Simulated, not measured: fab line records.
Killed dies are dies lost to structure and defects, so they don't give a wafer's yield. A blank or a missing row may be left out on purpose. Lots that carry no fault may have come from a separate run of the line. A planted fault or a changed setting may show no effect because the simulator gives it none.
Matching of chambers | flow sky130 | SKY_VIA1_CMP_02 on cmp-01: 4 sister chambers
The step polishes SiO2. 8 wafers are shown with their chamber, then 10 later ones without.

== WAFERS PAIRED WITH THEIR CHAMBERS ==
wafer  | chamber | motor current A (A) | edge zone pressure frac
L360.4 | 1       | 12.7                | 1.003
L361.4 | 1       | 13.0                | 0.993
L361.5 | 0       | 9.8                 | 1.002
L362.1 | 0       | 10.4                | 0.997
L363.1 | 3       | 13.0                | 1.003
L363.5 | 2       | 11.0                | 1.001
L367.1 | 2       | 11.3                | 1.002
L367.2 | 3       | 13.0                | 1.010

== WAFERS MISSING THEIR CHAMBER ==
wafer  | motor current A (A) | edge zone pressure frac
L367.6 | 11.1                | 1.002
L370.3 | 10.5                | 1.001
L370.4 | 13.4                | 0.998
L370.5 | 10.4                | 1.005
L371.1 | 10.2                | 1.003
L371.3 | 12.9                | 1.003
L371.5 | 10.7                | 1.005
L372.1 | 10.7                | 1.015
L372.3 | 11.3                | 1.001
L372.6 | 10.2                | 1.002

== THE CHAMBER EACH PASSED THROUGH ==
wafer  | from the rows above     | in truth
L367.6 | 2                       | 2
L370.3 | can't be placed: 0 or 2 | 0
L370.4 | can't be placed: 1 or 3 | 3
L370.5 | can't be placed: 0 or 2 | 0
L371.1 | 0                       | 0
L371.3 | can't be placed: 3 or 1 | 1
L371.5 | can't be placed: 2 or 0 | 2
L372.1 | can't be placed: 2 or 0 | 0
L372.3 | 2                       | 2
L372.6 | 0                       | 0
Placed correctly: 4 of 10. These rows do not allow placing 6 (true chamber among the candidates in 6). Placed wrongly: 0.
How it was worked out, from the rows above alone: a wafer's distance from a chamber is the root of the sum, over the readings, of the square of ((its reading less the chamber's mean) divided by the reading's scatter). If the next closest chamber is less than 2 further off than the closest, the wafer can't be placed; otherwise it belongs to the closest. A chamber's mean is the mean of its shown wafers. How the scatter is found: for the shown wafers, subtract from each reading the mean of its chamber, square and add these, divide the total by (wafers less chambers), then take the root.
